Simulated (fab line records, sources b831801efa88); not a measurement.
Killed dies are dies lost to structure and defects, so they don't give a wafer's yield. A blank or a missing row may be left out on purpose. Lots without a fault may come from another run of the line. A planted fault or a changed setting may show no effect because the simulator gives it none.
fab line records | flow sky130
record lots=6 wafers=16 last_day=50
route steps=708 shown METAL3@561 VIA3@573 PAD_OPEN@708
lots that met no fault: from a run of the same line without faults
start_h: hours from the record's first day to the start of the lot's first wafer shown | wait_h: hours since the lot's step before | " the same as in the row above | L1.1+2: a row that stands for several wafers | - no value, or no start given | * or withheld: withheld | < > ~ a bound
route shown NAME@n: a module of which the file shows steps, and the number in the route of the first | usual: mean/standard deviation of fault-free wafers | same: alike in all rows | chamber/n: place in a boat | sites: the reading at each site | _std_site: their standard deviation | _edge_site: outer sites' mean less inner sites' | radius_mm: how far each site lies from the wafer's centre | mask NAME#n: copy n | behind: the tool/chamber that last shaped the wafer | hold: why the lot was held/for how many hours/how that ended | device: the transistor (n, p or np) that didn't switch | end of line: the same wafers' tests at the end of the route | a step without rows: its recipe alone | killed: dies lost to structure and defects at the first sort, not the wafer's yield | map: a wafer's dies, x killed, . not, _ none there
set.NAME: the setting as run; set.NAME@STEP: as run at that earlier step | model.NAME: the simulator's own value behind a step, which no gauge read
lots at some steps of the route; a table a step, a row a wafer
services: from which hour (start_h, from the record's first day; less than 0 if before it) a tool's chamber was out of use, for how many hours, and why
## steps
# step SKY_METAL3_PEB_11
# recipe peb_temp_c=withheld peb_time_s=withheld resist=KrF-thick
# step SKY_METAL3_DEVELOP_12
# recipe develop_time_s=60 resist=KrF-thick dev_temp_c=21
# step SKY_METAL3_CD_MEAS_13
# recipe target_cd_nm=300
# usual cd_nm=299.4/1.7
# columns lot.wafer tool chamber start_h wait_h cd_nm
L859.2 cd_sem-02 - 912.00 - 299.1
L859.3 " - " " 300.1
L859.4 " - " " 299.6
L863.2 cd_sem-01 - 949.82 - 301.5
L863.4 " - " " 300.4
L863.6 " - " " 298.9
L866.5 cd_sem-02 - 970.45 - 302.3
L866.6 " - " " 302.1
L871.1 cd_sem-02 - 1001.83 - 299.8
L871.4 " - " " 300.4
L875.2 cd_sem-01 - 1027.57 - 300.1
L875.3 " - " " 300.2
L875.4 " - " " 299.1
L880.2 cd_sem-01 - 1056.30 - 297.8
L880.3 " - " " 299.0
L880.5 " - " " 297.7
# step SKY_METAL3_OVL_MEAS_14
# usual METAL3_OVL=3/5.1
# columns lot.wafer tool chamber start_h wait_h METAL3_OVL[nm]
L859.2 overlay-02 - 912.11 0.1 7
L859.3 " - " " 4
L859.4 " - " " 9
L863.2 overlay-01 - 949.92 0.1 -7
L863.4 " - " " 1
L863.6 " - " " -3
L866.5 overlay-02 - 970.51 0.0 -4
L866.6 " - " " -3
L871.1 overlay-01 - 1001.95 0.1 2
L871.4 " - " " -1
L875.2 overlay-02 - 1027.67 0.1 6
L875.3 " - " " 6
L875.4 " - " " 5
L880.2 overlay-01 - 1056.41 0.1 -10
L880.3 " - " " -6
L880.5 " - " " -6
# step SKY_METAL3_DESCUM_15
# recipe chemistry=O2 source_power_w=150 bias_power_w=0 pressure_mtorr=10 temp_c=40 time_s=8
# usual drypump_motor_current_A=5.6/0.45 oes_product_au=0.996/0.008
# columns lot.wafer tool chamber start_h wait_h drypump_motor_current_A oes_product_au rf_hours_counter_h
L859.2 rie_metal-02 0 912.14 0.0 5.0 0.998 7
L859.3 " 1 " " 5.4 0.999 -
L859.4 " 0 " " 5.1 1.000 -
L863.2 rie_metal-03 0 949.95 0.0 5.6 0.993 9
L863.4 " 1 " " 5.3 1.009 -
L863.6 " 0 " " 5.7 0.991 -
L866.5 rie_metal-03 1 970.54 0.0 5.4 0.993 -
L866.6 " 0 " " 5.7 0.983 -
L871.1 rie_metal-03 0 1001.99 0.0 5.7 0.993 11
L871.4 " 1 " " 5.3 0.992 -
L875.2 rie_metal-02 0 1027.70 0.0 5.0 0.989 13
L875.3 " 1 " " 5.4 0.987 -
L875.4 " 0 " " 5.0 0.993 -
L880.2 rie_metal-01 0 1056.44 0.0 5.7 0.997 16
L880.3 " 1 " " 6.5 0.980 -
L880.5 " 0 " " 5.7 0.988 -
# step SKY_METAL3_ETCH_16
# recipe chemistry=N2/H2 target=BARC ion_energy_ev=200 bias_w=100 pressure_mtorr=30 n2_flow_sccm=100 h2_flow_sccm=200 icp_w=500 stop_on=SiO2 time_s=88.2 target_depth_a=600
# usual drypump_motor_current_A=5.6/0.44 oes_product_au=0.626/0.005 throttle_valve_pct=13.206/0.0088
# columns lot.wafer tool chamber start_h wait_h drypump_motor_current_A oes_product_au rf_hours_counter_h throttle_valve_pct
L859.2 rie_metal-02 0 912.17 0.0 5.0 0.629 7 13.209
L859.3 " 1 " " 5.4 0.625 - 13.189
L859.4 " 0 " " 5.1 0.631 - 13.207
L863.2 rie_metal-03 0 949.99 0.0 5.7 0.618 9 13.192
L863.4 " 1 " " 5.4 0.621 - 13.195
L863.6 " 0 " " 5.7 0.623 - 13.205
L866.5 rie_metal-03 1 970.62 0.1 5.4 0.630 - 13.216
L866.6 " 0 " " 5.7 0.621 - 13.219
L871.1 rie_metal-03 0 1002.02 0.0 5.7 0.622 11 13.212
L871.4 " 1 " " 5.3 0.629 - 13.203
L875.2 rie_metal-02 0 1027.74 0.0 5.1 0.623 14 13.206
L875.3 " 1 " " 5.4 0.625 - 13.200
L875.4 " 0 " " 5.0 0.625 - 13.213
L880.2 rie_metal-01 0 1056.47 0.0 5.7 0.631 16 13.210
L880.3 " 1 " " 6.5 0.634 - 13.203
L880.5 " 0 " " 5.7 0.621 - 13.209
# step SKY_METAL3_ETCH_17
# recipe target=SiO2 stop_on=TiN chemistry=C4F8/O2/Ar source_w=1500 bias_w=1200 pressure_mtorr=40 c4f8_flow_sccm=withheld O2_flow_sccm=6 Ar_flow_sccm=300 time_s=3.9 target_depth_a=150
# usual oes_product_au=0.756/0.0069
# columns lot.wafer tool chamber start_h wait_h oes_product_au rf_hours_counter_h
L859.2 rie_diel-02 0 912.27 0.1 0.754 5
L859.3 " 1 " " 0.747 9
L859.4 " 2 " " 0.760 22
L863.2 rie_diel-03 0 950.08 0.1 0.765 30
L863.4 " 2 " " 0.771 7
L863.6 " 2 " " 0.763 -
L866.5 rie_diel-01 0 970.66 0.0 0.753 -
L866.6 " 1 " " 0.750 -
L871.1 rie_diel-03 3 1002.12 0.1 0.756 7
L871.4 " 2 " " 0.757 -
L875.2 rie_diel-01 0 1027.83 0.1 0.764 5
L875.3 " 1 " " 0.755 17
L875.4 " 3 " " 0.754 9
L880.2 rie_diel-03 1 1056.57 0.1 0.756 20
L880.3 " 2 " " 0.758 11
L880.5 " 2 " " 0.752 -
# step SKY_METAL3_METAL_ETCH_18
# recipe target_depth_a=8450 stop_on=SiO2 over_etch_frac=0.3 time_s=183.1 chemistry=Cl2/BCl3 resist_sidewall_deg=88 pressure_mtorr=10 icp_w=900 bias_w=48.5 Cl2_flow_sccm=60 bcl3_flow_sccm=30
# usual drypump_motor_current_A=5.6/0.48 oes_product_au=0.865/0.0062 throttle_valve_pct=22.264/0.0095
# columns lot.wafer tool chamber start_h wait_h drypump_motor_current_A oes_product_au rf_hours_counter_h throttle_valve_pct
L859.2 rie_metal-01 1 912.29 0.0 6.5 0.866 1 22.255
L859.3 " 1 " " 6.5 0.872 - 22.249
L859.4 " 0 " " 5.7 0.870 - 22.258
L863.2 rie_metal-02 1 950.10 0.0 5.4 0.868 4 22.273
L863.4 " 0 " " 5.0 0.875 - 22.276
L863.6 " 1 " " 5.4 0.867 - 22.266
L866.5 rie_metal-02 0 970.79 0.1 5.0 0.863 - 22.269
L866.6 " 1 " " 5.4 0.871 - 22.249
L871.1 rie_metal-02 0 1002.15 0.0 5.1 0.863 12 22.267
L871.4 " 0 " " 5.0 0.868 - 22.273
L875.2 rie_metal-03 1 1027.91 0.1 5.4 0.870 - 22.268
L875.3 " 1 " " 5.3 0.868 - 22.271
L875.4 " 1 " " 5.3 0.877 - 22.259
L880.2 rie_metal-03 1 1056.59 0.0 5.4 0.870 9 22.263
L880.3 " 0 " " 5.6 0.872 - 22.271
L880.5 " 0 " " 5.6 0.873 - 22.259
# step SKY_METAL3_STRIP_19
# recipe chemistry=O2/N2 power_w=1400 pressure_mtorr=1500 platen_temp_c=withheld o2_flow_sccm=3000 n2_flow_sccm=300 overash_fraction=0.5
# step SKY_METAL3_STRIP_20
# recipe chemistry=post_etch_residue_remover time_s=1200 temp_c=72.5
# step SKY_METAL3_CLEAN_21
# recipe chemistry=IPA time_s=180 temp_c=25
# step SKY_METAL3_CLEAN_22
# recipe chemistry=O3/DIW dry=n2_spin
# step SKY_VIA3_HDPCVD_00
# recipe material=SiO2 target_thk_nm=1635 sigma_open_frac=0.3 time_s=272.5 temp_c=400 sih4_flow_sccm=60 pressure_mtorr=6
# columns lot.wafer tool chamber start_h wait_h model.SiO2_of_VIA3_HDPCVD_00.thk_nm
L859.2+3 hdpcvd-01 1,0 913.06 0.0 1610
L859.4 " 0 " " 1636
L863.2 hdpcvd-02 2 950.87 0.0 1621
L863.4 " 0 " " 1639
L863.6 " 2 " " 1608
L866.5 hdpcvd-02 2 971.52 0.1 2120
L866.6 " 1 " " 1641
L871.1 hdpcvd-02 2 1003.13 0.0 2097
L871.4 " 0 " " 1627
L875.2 hdpcvd-01 0 1028.81 0.0 1600
L875.3 " 0 " " 1619
L875.4 " 1 " " 1646
L880.2 hdpcvd-01 1 1057.42 0.0 1641
L880.3 " 0 " " 1627
L880.5 " 0 " " 1621
# step SKY_VIA3_THK_MEAS_01
# recipe reads=SiO2_of_VIA3_HDPCVD_00
# usual VIA3_HDPCVD_THK=1632/17
# columns lot.wafer tool chamber start_h wait_h hold VIA3_HDPCVD_THK[nm]
L859.2 film_metro-03 - 913.24 0.1 - 1611
L859.3 " - " " - 1610
L859.4 " - " " - 1636
L863.2 film_metro-03 - 951.05 0.1 - 1619
L863.4 " - " " - 1639
L863.6 " - " " - 1608
L866.5 film_metro-03 - 971.65 0.0 await_dispo/0.2h/release 2120
L866.6 " - " " await_dispo/0.2h/release 1640
L866.5 film_metro-03 - 971.88 0.2 - 2119
L866.6 " - " " - 1641
L871.1 film_metro-01 - 1003.30 0.1 await_dispo/0.2h/release 2098
L871.4 " - " " await_dispo/0.2h/release 1627
L871.1 film_metro-01 - 1003.52 0.2 - 2097
L871.4 " - " " - 1627
L875.2 film_metro-03 - 1029.07 0.2 - 1600
L875.3 " - " " - 1619
L875.4 " - " " - 1646
L880.2 film_metro-03 - 1057.68 0.2 - 1641
L880.3 " - " " - 1626
L880.5 " - " " - 1621
# step SKY_VIA3_CMP_02
# recipe material=SiO2 down_force_psi=4 platen_rpm=60 pad_velocity_m_s=0.94248
# usual motor_current_A=12.6/1
# columns lot.wafer tool chamber start_h wait_h hold motor_current_A
L859.3 cmp-01 1 913.49 0.2 - 13.6
L859.2 " 3 " " - 12.0
L859.4 " 0 " " - 13.3
L863.4 cmp-02 0 951.15 0.1 - 10.7
L863.2 " 1 " " - 11.6
L863.6 " 3 " " - 13.5
L866.5 cmp-02 3 973.92 2.0 await_dispo/1.7h/release 12.6
L866.6 " 0 " " await_dispo/1.7h/release 11.5
L871.4 cmp-02 3 1005.87 2.3 await_dispo/2.3h/release 12.7
L871.1 " 1 " " await_dispo/2.3h/release 11.5
L875.2 cmp-01 1 1029.12 0.0 - 13.7
L875.4 " 2 " " - 12.4
L875.3 " 3 " " - 12.4
L880.3 cmp-02 1 1057.78 0.1 - 11.0
L880.2 " 3 " " - 12.8
L880.5 " 0 " " - 11.1
# step SKY_PAD_OPEN_PROBE_99
# usual defect_limited_yield=82.8/2 killed_at_M0_to_M3=42/7.3 killed_at_M4_up=3.2/1.8 killed_at_contacts=25/5.2 killed_at_front_end=15/4.6 killed_at_other=0.3/0.62 killed_dies=85/9.9 killed_open=46/7.1 killed_short=38/5.7 sort_bin_3_pad_short=0.9/0.42 sort_bin_5_function=10.0/1.5 sort_bin_6_memory=6.3/1.2 sort_n_pass=407/9.9 sort_yield_pct=82.8/2
# same gross_dies=492 killed_at_back_side=0 sort_bin_4_leakage[%]=0 sort_bin_8_speed[%]=0
# columns lot.wafer tool chamber start_h wait_h hold defect_limited_yield[%] killed_at_M0_to_M3 killed_at_M4_up killed_at_contacts killed_at_front_end killed_at_other killed_dies killed_open killed_short sort_bin_3_pad_short[%] sort_bin_5_function[%] sort_bin_6_memory[%] sort_n_pass sort_yield_pct[%]
L859.2 prober-01 - 1083.87 0.1 - 81.7 38 4 32 16 0 90 48 42 0.6 12.2 5.5 402 81.7
L859.3 prober-01 - 1083.92 0.2 - 82.5 50 0 23 13 0 86 44 42 1.0 9.1 7.3 406 82.5
L859.4 prober-01 - 1083.97 0.2 - 79.3 35 6 29 31 1 102 59 43 1.4 12.4 6.9 390 79.3
L866.5 prober-01 - 1140.60 8.1 await_dispo/7.9h/release 83.3 40 2 27 13 0 82 44 38 1.2 8.9 6.5 410 83.3
L866.6 prober-01 - 1140.65 8.1 await_dispo/7.9h/release 87.2 31 4 19 9 0 63 30 33 1.4 7.5 3.9 429 87.2
L871.1 prober-02 - 1154.92 0.1 - 85.8 38 3 15 14 0 70 40 30 0.2 10.6 3.5 422 85.8
L871.4 prober-02 - 1155.07 0.2 - 86.4 31 2 25 9 0 67 26 41 1.0 7.7 4.9 425 86.4
L875.2 prober-02 - 1177.12 0.1 - 83.3 37 3 27 15 0 82 47 35 0.6 8.3 7.7 410 83.3
L875.3 prober-02 - 1177.17 0.2 - 80.1 42 3 38 15 0 98 58 40 0.6 13.8 5.5 394 80.1
L875.4 prober-02 - 1177.22 0.2 - 85.4 44 1 17 10 0 72 40 32 0.8 7.9 5.9 420 85.4
# killed by level:class
L859.2 CONTACT:geometric_particle:open=14 VIA1:geometric_particle:open=8 CONTACT:geometric_particle:short=7 LI_CONTACT:geometric_particle:open=6 VIA3:geometric_particle:open=5 POLY_GATE:geometric_particle:open=4 POLY_GATE:geometric_particle:short=4 METAL1:geometric_particle:short=4
L859.3 VIA1:geometric_particle:open=17 CONTACT:geometric_particle:short=8 VIA3:geometric_particle:open=6 FIELD_ISO:geometric_particle:open=5 LOCAL_INTERCONNECT:geometric_particle:short=5 CONTACT:geometric_particle:open=5 VIA1:geometric_particle:short=5 METAL2:geometric_particle:short=5
L859.4 FIELD_ISO:geometric_particle:open=10 CONTACT:geometric_particle:open=10 VIA2:geometric_particle:open=8 FIELD_ISO:geometric_particle:short=7 LI_CONTACT:geometric_particle:open=7 CONTACT:geometric_particle:short=6 POLY_GATE:geometric_particle:open=5 LOCAL_INTERCONNECT:geometric_particle:short=5
L866.5 VIA1:geometric_particle:open=9 LI_CONTACT:geometric_particle:open=8 CONTACT:geometric_particle:open=7 VIA1:geometric_particle:short=6 VIA3:geometric_particle:open=6 POLY_GATE:geometric_particle:open=5 LI_CONTACT:geometric_particle:short=5 METAL1:geometric_particle:short=5
L866.6 CONTACT:geometric_particle:open=8 VIA1:geometric_particle:open=7 METAL1:geometric_particle:short=6 VIA1:geometric_particle:short=5 POLY_GATE:geometric_particle:short=4 LI_CONTACT:geometric_particle:open=4 METAL2:geometric_particle:short=4 LOCAL_INTERCONNECT:geometric_particle:short=3
L871.1 VIA1:geometric_particle:open=14 CONTACT:geometric_particle:open=6 METAL1:geometric_particle:short=6 POLY_GATE:geometric_particle:open=4 CONTACT:geometric_particle:short=4 VIA2:geometric_particle:short=4 VIA3:geometric_particle:open=4 POLY_GATE:geometric_particle:short=3
L871.4 CONTACT:geometric_particle:open=8 METAL2:geometric_particle:short=7 CONTACT:geometric_particle:short=6 VIA2:geometric_particle:short=6 VIA3:geometric_particle:open=5 LI_CONTACT:geometric_particle:open=5 FIELD_ISO:geometric_particle:short=4 VIA3:geometric_particle:short=4
L875.2 VIA1:geometric_particle:open=14 LI_CONTACT:geometric_particle:open=10 CONTACT:geometric_particle:open=9 POLY_GATE:geometric_particle:short=5 VIA1:geometric_particle:short=4 METAL2:geometric_particle:short=4 VIA3:geometric_particle:open=4 FIELD_ISO:geometric_particle:short=3
L875.3 LI_CONTACT:geometric_particle:open=11 CONTACT:geometric_particle:open=11 VIA3:geometric_particle:open=10 POLY_GATE:geometric_particle:open=7 VIA1:geometric_particle:open=7 VIA1:geometric_particle:short=7 LI_CONTACT:geometric_particle:short=5 METAL2:geometric_particle:short=5
L875.4 METAL1:geometric_particle:short=12 CONTACT:geometric_particle:open=9 VIA1:geometric_particle:open=9 VIA3:geometric_particle:open=7 SPACER:geometric_particle:open=4 VIA3:geometric_particle:short=4 CONTACT:geometric_particle:short=3 METAL2:geometric_particle:short=3
## services
# columns tool chamber start_h hours kind
rie_diel-01 3 898.44 33.1 repair
cmp-02 - 912.29 4.0 pm
hdpcvd-02 - 916.83 1.4 repair
rie_metal-03 1 924.88 6.6 repair
rie_diel-03 1 927.38 10.7 repair
rie_diel-01 2 936.08 7.8 repair
cmp-01 - 938.14 0.5 repair
rie_diel-02 1 944.17 4.7 repair
hdpcvd-01 - 950.25 15.0 pm
cmp-02 - 957.93 1.7 repair
cmp-02 - 958.45 1.7 repair
rie_diel-01 2 966.85 1.8 repair
cmp-01 - 972.55 0.3 repair
rie_diel-03 - 979.83 14.6 pm
cmp-02 - 982.22 1.4 repair
cmp-01 - 982.47 0.2 repair
hdpcvd-01 2 985.25 166.7 repair
cmp-02 - 985.74 4.4 pm
rie_diel-03 1 1001.26 4.1 repair
hdpcvd-01 - 1006.23 2.8 pm
rie_metal-03 0 1025.51 2.5 repair
rie_diel-03 0 1032.71 12.4 repair
hdpcvd-01 1 1040.98 6.1 repair
cmp-01 - 1041.18 0.8 repair
## key
first_sign step=SKY_VIA3_THK_MEAS_01 reading=visit direction=added
effect step=SKY_VIA3_THK_MEAS_01 reading=VIA3_HDPCVD_THK direction=up sigmas=29 usual=1632 struck=2109
model_effect step=SKY_VIA3_HDPCVD_00 value=SiO2_of_VIA3_HDPCVD_00.thk_nm without=1633 struck=2109
met_at SKY_VIA3_HDPCVD_00
struck_wafers L866.5,L871.1
onset_between 950.87 971.52
fault kind=process_parameter_drift tool=hdpcvd-02 chamber=- onset_h=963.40 steps=SKY_VIA3_HDPCVD_00 channel=target_thk_nm offset=475.8 shape=step end_h=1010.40 scope=struck_wafers_only acts_in=these_recipes_only stated=1635
